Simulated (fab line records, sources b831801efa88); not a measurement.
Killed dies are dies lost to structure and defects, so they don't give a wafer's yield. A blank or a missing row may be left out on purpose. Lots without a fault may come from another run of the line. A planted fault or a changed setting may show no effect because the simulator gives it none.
fab line records | flow sky130
record lots=5 wafers=15 last_day=50
route steps=708 shown METAL4@622 VIA4@639
lots that met no fault: from a run of the same line without faults
start_h: hours from the record's first day to the start of the lot's first wafer shown | wait_h: hours since the lot's step before | " the same as in the row above | L1.1+2: a row that stands for several wafers | - no value, or no start given | * or withheld: withheld | < > ~ a bound
route shown NAME@n: a module of which the file shows steps, and the number in the route of the first | usual: mean/standard deviation of fault-free wafers | same: alike in all rows | chamber/n: place in a boat | sites: the reading at each site | _std_site: their standard deviation | _edge_site: outer sites' mean less inner sites' | radius_mm: how far each site lies from the wafer's centre | mask NAME#n: copy n | behind: the tool/chamber that last shaped the wafer | hold: why the lot was held/for how many hours/how that ended | device: the transistor (n, p or np) that didn't switch | end of line: the same wafers' tests at the end of the route | a step without rows: its recipe alone | killed: dies lost to structure and defects at the first sort, not the wafer's yield | map: a wafer's dies, x killed, . not, _ none there
set.NAME: the setting as run; set.NAME@STEP: as run at that earlier step | model.NAME: the simulator's own value behind a step, which no gauge read
lots at some steps of the route; a table a step, a row a wafer
services: from which hour (start_h, from the record's first day; less than 0 if before it) a tool's chamber was out of use, for how many hours, and why
## steps
# step SKY_METAL4_HMDS_06
# recipe prime_time_s=60 prime_temp_c=120
# usual prime_temp_c=119.99/0.14 resist_line_temp_C=22.98/0.1
# columns lot.wafer tool chamber start_h wait_h prime_temp_c resist_line_temp_C
L075.3 litho_track-04 0 986.10 0.1 120.16 22.99
L075.4 " 0 " " 120.14 22.92
L075.6 " 0 " " 119.93 22.90
L081.1 litho_track-01 0 1035.71 0.1 120.04 22.99
L081.3 " 0 " " 120.11 22.77
L081.6 " 0 " " 120.01 22.86
L089.1 litho_track-03 0 1072.82 0.1 120.28 22.96
L089.2 " 0 " " 120.08 22.86
L089.6 " 0 " " 120.40 23.12
L096.2 litho_track-04 0 1115.78 0.1 119.85 23.05
L096.5 " 0 " " 119.79 22.88
L096.6 " 0 " " 119.89 22.95
L097.1 litho_track-04 0 1117.80 0.1 119.77 23.02
L097.5 " 0 " " 120.02 22.79
L097.6 " 0 " " 119.84 23.04
# step SKY_METAL4_COAT_07
# recipe resist=BARC temp_c=withheld time_s=withheld spin_rpm=3000 resist_thk_nm=60
# usual dispense_pressure_kPa=48/3.1 resist_line_temp_C=*
# columns lot.wafer tool chamber start_h wait_h dispense_pressure_kPa resist_line_temp_C
L075.3 litho_track-04 0 986.25 0.1 44 *
L075.4 " 0 " " 44 *
L075.6 " 0 " " 44 *
L081.1 litho_track-01 0 1035.86 0.1 48 *
L081.3 " 0 " " 48 *
L081.6 " 0 " " 48 *
L089.1 litho_track-03 0 1072.97 0.1 52 *
L089.2 " 0 " " 52 *
L089.6 " 0 " " 52 *
L096.2 litho_track-04 0 1115.93 0.1 44 *
L096.5 " 0 " " 44 *
L096.6 " 0 " " 44 *
L097.1 litho_track-04 0 1117.95 0.1 44 *
L097.5 " 0 " " 44 *
L097.6 " 0 " " 44 *
# step SKY_METAL4_COAT_08
# recipe resist=KrF-thick spin_rpm=3000 resist_thk_nm=1140
# usual dispense_pressure_kPa=48/3.1 resist_line_temp_C=23.02/0.093
# columns lot.wafer tool chamber start_h wait_h dispense_pressure_kPa resist_line_temp_C
L075.3 litho_track-04 0 - - 44 22.97
L075.4 " 0 " " 44 22.91
L075.6 " 0 " " 44 23.02
L081.1 litho_track-01 0 - - 48 22.90
L081.3 " 0 " " 48 22.91
L081.6 " 0 " " 48 22.93
L089.1 litho_track-03 0 - - 52 23.03
L089.2 " 0 " " 52 23.12
L089.6 " 0 " " 52 22.88
L096.2 litho_track-04 0 - - 44 23.05
L096.5 " 0 " " 44 23.10
L096.6 " 0 " " 44 23.13
L097.1 litho_track-04 0 - - 44 23.05
L097.5 " 0 " " 44 22.93
L097.6 " 0 " " 44 23.19
# step SKY_METAL4_SOFTBAKE_09
# recipe temp_c=100 time_s=90 resist=KrF-thick
# usual plate_temp_C=99.99/0.13 resist_line_temp_C=23.02/0.094
# columns lot.wafer tool chamber start_h wait_h plate_temp_C resist_line_temp_C
L075.3 litho_track-04 0 - - 100.01 23.04
L075.4 " 0 " " 100.10 22.87
L075.6 " 0 " " 99.99 23.13
L081.1 litho_track-01 0 - - 99.87 22.96
L081.3 " 0 " " 99.89 22.95
L081.6 " 0 " " 99.88 23.02
L089.1 litho_track-03 0 - - 100.05 22.95
L089.2 " 0 " " 99.85 23.03
L089.6 " 0 " " 100.03 23.02
L096.2 litho_track-04 0 - - 100.09 22.99
L096.5 " 0 " " 100.06 23.15
L096.6 " 0 " " 100.13 22.70
L097.1 litho_track-04 0 - - 99.97 22.96
L097.5 " 0 " " 99.91 22.84
L097.6 " 0 " " 99.96 22.99
# step SKY_METAL4_EXPOSE_10
# recipe mask_id=MM4 na=0.68 source_shape=annular sigma_inner=0.4 sigma_outer=0.8 target_cd_nm=300 dose_mj=28
# columns lot.wafer tool chamber start_h wait_h mask
L075.3+4+6 krf_scanner-02 0 - - MM4#0
L081.1+3+6 krf_scanner-01 0 - - MM4#0
L089.1+2+6 krf_scanner-02 0 - - MM4#0
L096.2+5+6 krf_scanner-02 0 - - MM4#0
L097.1+5+6 krf_scanner-02 0 - - MM4#0
# step SKY_METAL4_PEB_11
# recipe peb_temp_c=withheld peb_time_s=withheld resist=KrF-thick
# usual resist_line_temp_C=*
# columns lot.wafer tool chamber start_h wait_h resist_line_temp_C
L075.3 litho_track-01 0 - - *
L075.4 " 0 " " *
L075.6 " 0 " " *
L081.1 litho_track-04 0 - - *
L081.3 " 0 " " *
L081.6 " 0 " " *
L089.1 litho_track-04 0 - - *
L089.2 " 0 " " *
L089.6 " 0 " " *
L096.2 litho_track-01 0 - - *
L096.5 " 0 " " *
L096.6 " 0 " " *
L097.1 litho_track-04 0 - - *
L097.5 " 0 " " *
L097.6 " 0 " " *
# step SKY_METAL4_DEVELOP_12
# recipe develop_time_s=60 resist=KrF-thick dev_temp_c=21
# usual resist_line_temp_C=23.00/0.11
# columns lot.wafer tool chamber start_h wait_h resist_line_temp_C
L075.3 litho_track-01 0 - - 22.74
L075.4 " 0 " " 23.03
L075.6 " 0 " " 23.09
L081.1 litho_track-04 0 - - 23.08
L081.3 " 0 " " 23.07
L081.6 " 0 " " 22.95
L089.1 litho_track-04 0 - - 22.92
L089.2 " 0 " " 22.91
L089.6 " 0 " " 22.88
L096.2 litho_track-01 0 - - 22.94
L096.5 " 0 " " 22.90
L096.6 " 0 " " 22.78
L097.1 litho_track-04 0 - - 23.02
L097.5 " 0 " " 23.16
L097.6 " 0 " " 22.99
# step SKY_METAL4_CD_MEAS_13
# recipe target_cd_nm=300
# usual cd_nm=300.4/1.5
# columns lot.wafer tool chamber start_h wait_h cd_nm
L075.3 cd_sem-02 - 998.35 - 297.8
L075.4 " - " " 299.2
L075.6 " - " " 298.9
L081.1 cd_sem-01 - 1047.45 - 300.9
L081.3 " - " " 300.6
L081.6 " - " " 298.7
L089.1 cd_sem-02 - 1083.95 - 300.1
L089.2 " - " " 301.5
L089.6 " - " " 300.1
L096.2 cd_sem-02 - 1126.54 - 300.8
L096.5 " - " " 300.3
L096.6 " - " " 299.6
L097.1 cd_sem-02 - 1129.05 - 302.9
L097.5 " - " " 303.8
L097.6 " - " " 303.7
# step SKY_METAL4_OVL_MEAS_14
# usual METAL4_OVL=-1/4.9
# columns lot.wafer tool chamber start_h wait_h METAL4_OVL[nm]
L075.3 overlay-02 - 998.45 0.1 -2
L075.4 " - " " 0
L075.6 " - " " -1
L081.1 overlay-02 - 1047.57 0.1 4
L081.3 " - " " 0
L081.6 " - " " 1
L089.1 overlay-01 - 1084.07 0.1 4
L089.2 " - " " 4
L089.6 " - " " 4
L096.2 overlay-02 - 1126.64 0.1 6
L096.5 " - " " 5
L096.6 " - " " 7
L097.1 overlay-02 - 1129.17 0.1 1
L097.5 " - " " -4
L097.6 " - " " -4
# step SKY_METAL4_DESCUM_15
# recipe chemistry=O2 source_power_w=150 bias_power_w=0 pressure_mtorr=10 temp_c=40 time_s=8
# usual drypump_motor_current_A=5.6/0.56 oes_product_au=1.003/0.0082 rf_fwd_power_W=147.0/0.98 temp_c=40.02/0.1
# columns lot.wafer tool chamber start_h wait_h drypump_motor_current_A oes_product_au rf_fwd_power_W rf_hours_counter_h temp_c
L075.3 rie_metal-04 0 998.48 0.0 6.3 1.006 146.4 - 39.95
L075.4 " 1 " " 5.1 1.011 147.4 - 39.99
L075.6 " 0 " " 6.3 1.003 146.6 - 40.09
L081.1 rie_metal-02 0 1047.61 0.0 5.0 1.001 146.8 16 39.97
L081.3 " 0 " " 5.0 0.991 147.4 - 40.21
L081.6 " 1 " " 6.5 1.006 145.7 - 40.12
L089.1 rie_metal-04 1 1084.11 0.0 5.1 1.017 148.1 18 40.07
L089.2 " 0 " " 6.3 1.010 145.9 21 40.03
L089.6 " 0 " " 6.3 1.013 146.0 - 39.98
L096.2 rie_metal-04 0 1126.67 0.0 6.2 1.013 145.8 24 40.01
L096.5 " 0 " " 6.2 1.015 146.3 - 40.05
L096.6 " 1 " " 5.1 1.006 148.4 - 39.99
L097.1 rie_metal-01 0 1129.21 0.0 5.2 0.991 147.3 24 39.96
L097.5 " 1 " " 5.4 1.001 146.2 - 39.98
L097.6 " 0 " " 5.2 0.997 147.6 - 39.98
# step SKY_METAL4_ETCH_16
# recipe chemistry=N2/H2 target=BARC ion_energy_ev=200 bias_w=100 pressure_mtorr=30 n2_flow_sccm=100 h2_flow_sccm=200 icp_w=500 stop_on=SiO2 time_s=88.2 target_depth_a=600
# usual drypump_motor_current_A=5.6/0.55 oes_product_au=0.626/0.0045 rf_fwd_power_W=496.7/1.8 throttle_valve_pct=13.204/0.0083
# columns lot.wafer tool chamber start_h wait_h drypump_motor_current_A oes_product_au rf_fwd_power_W rf_hours_counter_h throttle_valve_pct
L075.3 rie_metal-04 0 998.53 0.0 6.3 0.626 495.5 - 13.202
L075.4 " 1 " " 5.1 0.620 495.0 - 13.197
L075.6 " 0 " " 6.3 0.629 495.5 - 13.187
L081.1 rie_metal-02 0 1047.64 0.0 5.0 0.634 497.7 16 13.204
L081.3 " 0 " " 5.0 0.633 499.2 - 13.200
L081.6 " 1 " " 6.5 0.623 498.3 - 13.186
L089.1 rie_metal-04 1 1084.14 0.0 5.1 0.621 498.0 18 13.219
L089.2 " 0 " " 6.3 0.620 497.2 21 13.199
L089.6 " 0 " " 6.3 0.628 497.4 - 13.206
L096.2 rie_metal-04 0 1126.70 0.0 6.2 0.616 496.1 24 13.190
L096.5 " 0 " " 6.3 0.624 498.3 - 13.206
L096.6 " 1 " " 5.1 0.626 497.7 - 13.203
L097.1 rie_metal-01 0 1129.24 0.0 5.2 0.624 498.0 24 13.207
L097.5 " 1 " " 5.4 0.620 496.1 - 13.205
L097.6 " 0 " " 5.3 0.626 496.7 - 13.191
# step SKY_METAL4_ETCH_17
# recipe target=SiO2 stop_on=TiN chemistry=C4F8/O2/Ar source_w=1500 bias_w=1200 pressure_mtorr=40 c4f8_flow_sccm=withheld O2_flow_sccm=6 Ar_flow_sccm=300 time_s=3.9 target_depth_a=150
# usual oes_product_au=0.752/0.0075 rf_fwd_power_W=1470/6.8
# columns lot.wafer tool chamber start_h wait_h oes_product_au rf_fwd_power_W
L075.3 rie_diel-04 3 998.60 0.0 0.748 1470
L075.4 " 2 " " 0.766 1470
L075.6 " 1 " " 0.740 1467
L081.1 rie_diel-01 2 1047.74 0.1 0.761 1472
L081.3 " 0 " " 0.754 1467
L081.6 " 3 " " 0.760 1466
L089.1 rie_diel-02 1 1084.24 0.1 0.758 1449
L089.2 " 2 " " 0.755 1471
L089.6 " 2 " " 0.766 1470
L096.2 rie_diel-04 2 1126.80 0.1 0.741 1475
L096.5 " 0 " " 0.745 1473
L096.6 " 3 " " 0.751 1465
L097.1 rie_diel-02 3 1129.34 0.1 0.753 1468
L097.5 " 3 " " 0.749 1466
L097.6 " 2 " " 0.762 1477
# step SKY_METAL4_METAL_ETCH_18
# recipe target_depth_a=8450 stop_on=SiO2 over_etch_frac=0.3 time_s=183.1 chemistry=Cl2/BCl3 resist_sidewall_deg=88 pressure_mtorr=10 icp_w=900 bias_w=48.5 Cl2_flow_sccm=60 bcl3_flow_sccm=30
# usual drypump_motor_current_A=5.6/0.6 oes_product_au=0.862/0.0066 rf_fwd_power_W=896.7/2.9 throttle_valve_pct=22.264/0.0091
# columns lot.wafer tool chamber start_h wait_h drypump_motor_current_A oes_product_au rf_fwd_power_W rf_hours_counter_h throttle_valve_pct
L075.3 rie_metal-01 0 998.68 0.1 5.2 0.855 897.7 - 22.269
L075.4 " 1 " " 5.4 0.863 895.7 - 22.264
L075.6 " 1 " " 5.4 0.851 895.5 - 22.261
L081.1 rie_metal-01 0 1047.76 0.0 5.2 0.858 894.8 18 22.264
L081.3 " 1 " " 5.3 0.860 896.3 - 22.262
L081.6 " 1 " " 5.3 0.852 897.0 - 22.270
L089.1 rie_metal-01 0 1084.25 0.0 5.2 0.861 899.8 21 22.263
L089.2 " 1 " " 5.4 0.854 898.8 14 22.268
L089.6 " 1 " " 5.4 0.857 895.7 - 22.265
L096.2 rie_metal-01 1 1126.82 0.0 5.4 0.867 897.0 17 22.274
L096.5 " 0 " " 5.2 0.872 897.6 - 22.275
L096.6 " 1 " " 5.4 0.854 895.6 - 22.260
L097.1 rie_metal-02 0 1129.36 0.0 5.0 0.873 896.8 23 22.280
L097.5 " 0 " " 5.0 0.878 897.5 - 22.269
L097.6 " 1 " " 6.4 0.871 895.9 - 22.279
# step SKY_METAL4_STRIP_19
# recipe chemistry=O2/N2 power_w=1400 pressure_mtorr=1500 platen_temp_c=withheld o2_flow_sccm=3000 n2_flow_sccm=300 overash_fraction=0.5
# usual drypump_motor_current_A=5.5/0.45 oes_product_au=0.501/0.0051 strip_time_to_endpoint_s=6.52/0.065
# columns lot.wafer tool chamber start_h wait_h drypump_motor_current_A oes_product_au rf_hours_counter_h strip_time_to_endpoint_s
L075.3 plasma_asher-03 1 998.83 0.1 5.2 0.513 - 6.52
L075.4 " 0 " " 5.3 0.505 - 6.52
L075.6 " 0 " " 5.3 0.507 - 6.52
L081.1 plasma_asher-01 1 1047.93 0.1 5.0 0.503 60 6.56
L081.3 " 0 " " 6.1 0.507 - 6.50
L081.6 " 0 " " 6.1 0.504 - 6.52
L089.1 plasma_asher-03 0 1084.43 0.1 5.3 0.507 97 6.64
L089.2 " 1 " " 5.2 0.500 97 6.50
L089.6 " 1 " " 5.3 0.502 - 6.51
L096.2 plasma_asher-01 1 1127.00 0.1 5.0 0.499 69 6.58
L096.5 " 1 " " 5.0 0.503 - 6.57
L096.6 " 0 " " 6.2 0.503 - 6.51
L097.1 plasma_asher-04 1 1129.53 0.1 5.9 0.502 5 6.58
L097.5 " 1 " " 5.8 0.501 - 6.53
L097.6 " 0 " " 5.1 0.491 - 6.48
# step SKY_METAL4_STRIP_20
# recipe chemistry=post_etch_residue_remover time_s=1200 temp_c=72.5
# usual temp_c=72.47/0.14
# columns lot.wafer tool chamber start_h wait_h temp_c
L075.3 wet_bench-04 3 998.90 0.0 72.64
L075.4 " 3 " " 72.47
L075.6 " 3 " " 72.74
L081.1 wet_bench-04 2 1048.03 0.1 72.82
L081.3 " 2 " " 72.70
L081.6 " 2 " " 72.56
L089.1 wet_bench-04 0 1084.53 0.1 72.34
L089.2 " 0 " " 72.36
L089.6 " 0 " " 72.51
L096.2 wet_bench-01 0 1127.10 0.1 72.46
L096.5 " 0 " " 72.48
L096.6 " 0 " " 72.41
L097.1 wet_bench-02 2 1129.63 0.1 72.50
L097.5 " 2 " " 72.43
L097.6 " 2 " " 72.54
# step SKY_METAL4_CLEAN_21
# recipe chemistry=IPA time_s=180 temp_c=25
# usual temp_c=25.02/0.1
# columns lot.wafer tool chamber start_h wait_h temp_c
L075.3 wet_bench-01 2 999.24 0.0 24.93
L075.4 " 2 " " 25.05
L075.6 " 2 " " 25.04
L081.1 wet_bench-02 1 1048.37 0.0 25.07
L081.3 " 1 " " 25.08
L081.6 " 1 " " 25.03
L089.1 wet_bench-02 2 1084.87 0.0 24.98
L089.2 " 2 " " 25.09
L089.6 " 2 " " 24.99
L096.2 wet_bench-01 0 1127.44 0.0 24.89
L096.5 " 0 " " 25.09
L096.6 " 0 " " 25.07
L097.1 wet_bench-04 2 1129.97 0.0 24.98
L097.5 " 2 " " 24.93
L097.6 " 2 " " 24.95
# step SKY_METAL4_CLEAN_22
# recipe chemistry=O3/DIW dry=n2_spin
# columns lot.wafer tool chamber start_h wait_h
L075.3+4+6 wet_bench-04 3 999.31 0.0
L081.1+3+6 wet_bench-02 0 1048.43 0.0
L089.1+2+6 wet_bench-01 3 1084.94 0.0
L096.2+5+6 wet_bench-01 2 1127.50 0.0
L097.1+5+6 wet_bench-01 3 1130.03 0.0
# step SKY_VIA4_HDPCVD_00
# recipe material=SiO2 target_thk_nm=1750 sigma_open_frac=0.3 time_s=291.7 temp_c=400 sih4_flow_sccm=60 pressure_mtorr=6
# usual sih4_flow_sccm=59.98/0.18
# columns lot.wafer tool chamber start_h wait_h sih4_flow_sccm
L075.3 hdpcvd-01 0 999.40 0.0 59.72
L075.4 " 0 " " 59.66
L075.6 " 2 " " 59.85
L081.1 hdpcvd-02 0 1048.52 0.0 60.27
L081.3 " 1 " " 59.71
L081.6 " 1 " " 59.89
L089.1 hdpcvd-01 1 1085.04 0.0 59.88
L089.2 " 0 " " 59.91
L089.6 " 2 " " 60.04
L096.2 hdpcvd-01 2 1127.59 0.0 59.85
L096.5 " 2 " " 59.87
L096.6 " 0 " " 59.97
L097.1 hdpcvd-01 0 1130.12 0.0 59.99
L097.5 " 1 " " 60.08
L097.6 " 0 " " 59.69
# step SKY_VIA4_THK_MEAS_01
# recipe reads=SiO2_of_VIA4_HDPCVD_00
# usual VIA4_HDPCVD_THK=1748/21
# columns lot.wafer tool chamber start_h wait_h VIA4_HDPCVD_THK[nm]
L075.3 film_metro-04 - 999.60 0.1 1756
L075.4 " - " " 1750
L075.6 " - " " 1726
L081.1 film_metro-04 - 1048.70 0.1 1760
L081.3 " - " " 1762
L081.6 " - " " 1775
L089.1 film_metro-02 - 1085.21 0.1 1749
L089.2 " - " " 1743
L089.6 " - " " 1772
L096.2 film_metro-02 - 1127.78 0.1 1729
L096.5 " - " " 1731
L096.6 " - " " 1718
L097.1 film_metro-04 - 1130.30 0.1 1738
L097.5 " - " " 1750
L097.6 " - " " 1748
# step SKY_VIA4_CMP_02
# recipe material=SiO2 down_force_psi=4 platen_rpm=60 pad_velocity_m_s=0.94248
# usual head_pressure_psi=3.999/0.0089 motor_current_A=11.4/1.2
# columns lot.wafer tool chamber start_h wait_h head_pressure_psi motor_current_A
L075.4 cmp-02 1 999.89 0.3 4.004 12.0
L075.3 " 2 " " 3.992 9.7
L075.6 " 0 " " 3.979 12.9
L081.1 cmp-02 3 1048.81 0.1 3.993 10.5
L081.3 " 1 " " 4.011 11.9
L081.6 " 3 " " 4.004 10.5
L089.1 cmp-02 3 1085.32 0.1 4.002 10.8
L089.2 " 1 " " 4.004 12.5
L089.6 " 3 " " 4.011 10.7
L096.2 cmp-02 2 1127.93 0.1 3.998 9.5
L096.5 " 0 " " 3.989 12.6
L096.6 " 1 " " 4.012 12.0
L097.1 cmp-02 3 1130.46 0.1 3.989 10.5
L097.6 " 1 " " 3.992 12.5
L097.5 " 2 " " 4.000 9.7
# step SKY_VIA4_BOW_MEAS_03
# recipe mode=bow
# usual VIA4_BOW=79/8.9
# columns lot.wafer tool chamber start_h wait_h VIA4_BOW[um]
L075.3 film_metro-01 - 1000.18 0.2 67
L075.4 " - " " 71
L075.6 " - " " 73
L081.1 film_metro-04 - 1049.06 0.2 84
L081.3 " - " " 68
L081.6 " - " " 76
L089.1 film_metro-01 - 1085.57 0.2 79
L089.2 " - " " 84
L089.6 " - " " 91
L096.2 film_metro-04 - 1128.15 0.2 94
L096.5 " - " " 83
L096.6 " - " " 83
L097.1 film_metro-04 - 1130.66 0.1 75
L097.5 " - " " 74
L097.6 " - " " 86
# step SKY_VIA4_DEHYDRATE_04
# recipe temp_c=200 time_s=60
# usual plate_temp_C=200.00/0.15 resist_line_temp_C=22.99/0.1
# columns lot.wafer tool chamber start_h wait_h plate_temp_C resist_line_temp_C
L075.3 litho_track-04 0 1011.15 11.0 200.15 23.09
L075.4 " 0 " " 200.09 22.99
L075.6 " 0 " " 200.12 23.12
L081.1 litho_track-02 0 1059.46 10.4 200.18 22.97
L081.3 " 0 " " 200.38 23.14
L081.6 " 0 " " 200.06 23.08
L089.1 litho_track-02 0 1094.91 9.3 200.04 22.82
L089.2 " 0 " " 200.02 23.01
L089.6 " 0 " " 200.03 22.91
L096.2 litho_track-01 0 1137.74 9.6 200.28 22.94
L096.5 " 0 " " 199.94 23.02
L096.6 " 0 " " 200.02 22.90
L097.1 litho_track-01 0 1139.27 8.6 199.83 23.04
L097.5 " 0 " " 200.01 22.96
L097.6 " 0 " " 200.02 23.13
# step SKY_VIA4_HMDS_05
# recipe prime_time_s=60 prime_temp_c=120
# usual prime_temp_c=119.96/0.12 resist_line_temp_C=23.01/0.11
# columns lot.wafer tool chamber start_h wait_h prime_temp_c resist_line_temp_C
L075.3 litho_track-04 0 1011.30 0.1 119.94 22.89
L075.4 " 0 " " 120.12 23.06
L075.6 " 0 " " 120.13 22.96
L081.1 litho_track-02 0 1059.61 0.1 119.79 22.87
L081.3 " 0 " " 119.88 22.95
L081.6 " 0 " " 119.89 22.99
L089.1 litho_track-02 0 1095.06 0.1 119.83 23.17
L089.2 " 0 " " 119.91 23.09
L089.6 " 0 " " 119.75 23.18
L096.2 litho_track-01 0 1137.89 0.1 119.96 23.01
L096.5 " 0 " " 119.93 22.97
L096.6 " 0 " " 120.12 22.76
L097.1 litho_track-01 0 1139.42 0.1 119.98 23.05
L097.5 " 0 " " 119.92 23.09
L097.6 " 0 " " 119.89 23.08
# step SKY_VIA4_COAT_06
# recipe resist=NOVOLAK spin_rpm=3000 resist_thk_nm=1140
# usual dispense_pressure_kPa=46.9/2 resist_line_temp_C=22.99/0.093
# columns lot.wafer tool chamber start_h wait_h dispense_pressure_kPa resist_line_temp_C
L075.3 litho_track-04 0 1011.45 0.1 43.6 22.98
L075.4 " 0 " " 43.6 23.02
L075.6 " 0 " " 43.6 22.83
L081.1 litho_track-02 0 1059.76 0.1 48.4 23.09
L081.3 " 0 " " 48.4 22.93
L081.6 " 0 " " 48.4 22.97
L089.1 litho_track-02 0 1095.21 0.1 48.5 22.92
L089.2 " 0 " " 48.4 22.93
L089.6 " 0 " " 48.4 22.97
L096.2 litho_track-01 0 1138.04 0.1 47.8 23.20
L096.5 " 0 " " 47.8 22.92
L096.6 " 0 " " 47.8 23.12
L097.1 litho_track-01 0 1139.57 0.1 47.8 22.95
L097.5 " 0 " " 47.8 22.91
L097.6 " 0 " " 47.8 22.87
# step SKY_VIA4_SOFTBAKE_07
# recipe temp_c=90 time_s=60 resist=NOVOLAK
# usual plate_temp_C=90.02/0.11 resist_line_temp_C=23.01/0.094
# columns lot.wafer tool chamber start_h wait_h plate_temp_C resist_line_temp_C
L075.3 litho_track-04 0 1011.60 0.1 89.93 23.01
L075.4 " 0 " " 89.88 22.95
L075.6 " 0 " " 89.93 23.08
L081.1 litho_track-02 0 1059.91 0.1 90.05 23.11
L081.3 " 0 " " 89.95 22.94
L081.6 " 0 " " 90.19 23.06
L089.1 litho_track-02 0 1095.36 0.1 90.18 23.08
L089.2 " 0 " " 90.06 22.97
L089.6 " 0 " " 90.07 23.14
L096.2 litho_track-01 0 1138.19 0.1 90.14 22.84
L096.5 " 0 " " 90.15 23.07
L096.6 " 0 " " 89.96 23.00
L097.1 litho_track-01 0 1139.72 0.1 90.02 22.94
L097.5 " 0 " " 90.10 22.96
L097.6 " 0 " " 90.05 22.88
# step SKY_VIA4_EXPOSE_08
# recipe mask_id=VIM4 na=0.6 source_shape=conventional sigma_outer=0.6 polarization=unpolarized target_cd_nm=800 dose_mj=132
# columns lot.wafer tool chamber start_h wait_h mask
L075.3+4+6 iline_stepper-01 0 - - VIM4#0
L081.1+3+6 iline_stepper-02 0 - - VIM4#0
L089.1+2+6 iline_stepper-02 0 - - VIM4#0
L096.2+5+6 iline_stepper-01 0 - - VIM4#0
L097.1+5+6 iline_stepper-02 0 - - VIM4#0
# step SKY_VIA4_PEB_09
# recipe temp_c=withheld time_s=* resist=NOVOLAK
# usual resist_line_temp_C=*
# columns lot.wafer tool chamber start_h wait_h resist_line_temp_C
L075.3 litho_track-02 0 - - *
L075.4 " 0 " " *
L075.6 " 0 " " *
L081.1 litho_track-02 0 - - *
L081.3 " 0 " " *
L081.6 " 0 " " *
L089.1 litho_track-04 0 - - *
L089.2 " 0 " " *
L089.6 " 0 " " *
L096.2 litho_track-01 0 - - *
L096.5 " 0 " " *
L096.6 " 0 " " *
L097.1 litho_track-01 0 - - *
L097.5 " 0 " " *
L097.6 " 0 " " *
# step SKY_VIA4_DEVELOP_10
# recipe resist=NOVOLAK developer=TMAH develop_time_s=60 dev_temp_c=23
# usual resist_line_temp_C=23.00/0.1
# columns lot.wafer tool chamber start_h wait_h resist_line_temp_C
L075.3 litho_track-02 0 1022.81 0.1 22.99
L075.4 " 0 " " 23.03
L075.6 " 0 " " 23.11
L081.1 litho_track-02 0 1070.31 0.1 23.06
L081.3 " 0 " " 22.96
L081.6 " 0 " " 23.01
L089.1 litho_track-04 0 1105.30 0.1 23.08
L089.2 " 0 " " 22.95
L089.6 " 0 " " 22.93
L096.2 litho_track-01 0 1147.44 0.1 22.97
L096.5 " 0 " " 23.03
L096.6 " 0 " " 23.14
L097.1 litho_track-01 0 1148.67 0.1 23.11
L097.5 " 0 " " 23.06
L097.6 " 0 " " 23.12
# step SKY_VIA4_OVL_MEAS_11
# usual VIA4_OVL=-0.3/1.4
# columns lot.wafer tool chamber start_h wait_h VIA4_OVL[nm]
L075.3 overlay-01 - 1022.92 0.1 0.8
L075.4 " - " " 1.5
L075.6 " - " " 0.7
L081.1 overlay-02 - 1070.46 0.1 -2.9
L081.3 " - " " -2.0
L081.6 " - " " -2.5
L089.1 overlay-01 - 1105.45 0.1 -1.2
L089.2 " - " " 1.4
L089.6 " - " " 0.3
L096.2 overlay-02 - 1147.57 0.1 2.2
L096.5 " - " " 0.5
L096.6 " - " " 0.1
L097.1 overlay-02 - 1148.82 0.1 -0.9
L097.5 " - " " -1.6
L097.6 " - " " -0.3
# step SKY_VIA4_ETCH_12
# recipe target=SiO2 chemistry=C4F8/O2/Ar stop_on=TiN mask_material=NOVOLAK source_w=1500 bias_w=1200 pressure_mtorr=40 c4f8_flow_sccm=withheld O2_flow_sccm=6 Ar_flow_sccm=300 time_s=withheld target_depth_a=5800
# usual oes_product_au=0.926/0.005 rf_fwd_power_W=1491/5.3
# columns lot.wafer tool chamber start_h wait_h oes_product_au rf_fwd_power_W
L075.3 rie_diel-02 1 1022.94 0.0 0.923 1489
L075.4 " 2 " " 0.937 1499
L075.6 " 0 " " 0.931 1486
L081.1 rie_diel-01 2 1070.49 0.0 0.922 1486
L081.3 " 1 " " 0.927 1488
L081.6 " 2 " " 0.919 1490
L089.1 rie_diel-01 3 1105.49 0.0 0.924 1485
L089.2 " 2 " " 0.924 1492
L089.6 " 3 " " 0.931 1482
L096.2 rie_diel-03 1 1147.60 0.0 0.922 1497
L096.5 " 0 " " 0.926 1485
L096.6 " 3 " " 0.924 1488
L097.1 rie_diel-02 2 1148.85 0.0 0.923 1492
L097.5 " 3 " " 0.924 1492
L097.6 " 0 " " 0.931 1494
# step SKY_VIA4_STRIP_13
# recipe chemistry=O2/N2 power_w=1400 pressure_mtorr=1500 platen_temp_c=withheld o2_flow_sccm=3000 n2_flow_sccm=300 overash_fraction=0.5
# usual drypump_motor_current_A=5.5/0.44 oes_product_au=0.710/0.0045 strip_time_to_endpoint_s=12.802/0.023
# columns lot.wafer tool chamber start_h wait_h drypump_motor_current_A oes_product_au rf_hours_counter_h strip_time_to_endpoint_s
L075.3 plasma_asher-04 1 1023.05 - 5.8 0.714 - 12.775
L075.4 " 0 " " 5.1 0.706 - 12.805
L075.6 " 1 " " 5.8 0.711 - 12.791
L081.1 plasma_asher-02 1 1070.57 - 5.7 0.708 27 12.818
L081.3 " 1 " " 5.7 0.714 - 12.814
L081.6 " 1 " " 5.7 0.714 - 12.805
L089.1 plasma_asher-01 0 1105.57 - 6.1 0.709 67 12.801
L089.2 " 1 " " 5.0 0.709 67 12.844
L089.6 " 0 " " 6.1 0.711 - 12.820
L096.2 plasma_asher-04 0 1147.67 - 5.1 0.709 7 12.858
L096.5 " 1 " " 5.8 0.707 - 12.810
L096.6 " 0 " " 5.1 0.713 - 12.850
L097.1 plasma_asher-04 1 1148.92 - 5.8 0.712 7 12.782
L097.5 " 0 " " 5.1 0.710 - 12.804
L097.6 " 1 " " 5.8 0.711 - 12.815
## services
# columns tool chamber start_h hours kind
rie_diel-02 3 993.78 1.5 repair
rie_diel-02 0 994.21 11.4 repair
cmp-02 - 997.62 0.3 repair
iline_stepper-02 - 1000.77 5.8 repair
iline_stepper-02 - 1036.97 4.4 pm
cmp-02 - 1039.99 4.5 pm
rie_diel-02 0 1044.57 1.6 repair
krf_scanner-02 - 1047.22 0.8 pm
rie_diel-01 0 1047.91 4.1 repair
plasma_asher-01 - 1050.13 1.3 repair
rie_diel-02 1 1051.59 2.6 repair
plasma_asher-04 - 1055.25 9.0 pm
rie_diel-02 3 1060.51 4.9 repair
plasma_asher-01 - 1064.93 1.5 repair
rie_diel-01 - 1073.58 1.1 repair
krf_scanner-02 - 1079.82 1.3 pm
plasma_asher-04 - 1089.93 14.6 pm
cmp-02 - 1091.49 2.3 repair
krf_scanner-02 - 1091.67 3.0 pm
krf_scanner-02 - 1094.67 1.0 pm
hdpcvd-01 - 1109.88 0.9 repair
cmp-02 - 1112.44 1.4 repair
rie_metal-01 1 1112.75 5.0 repair
cmp-02 - 1131.37 0.8 repair
## key
fault none
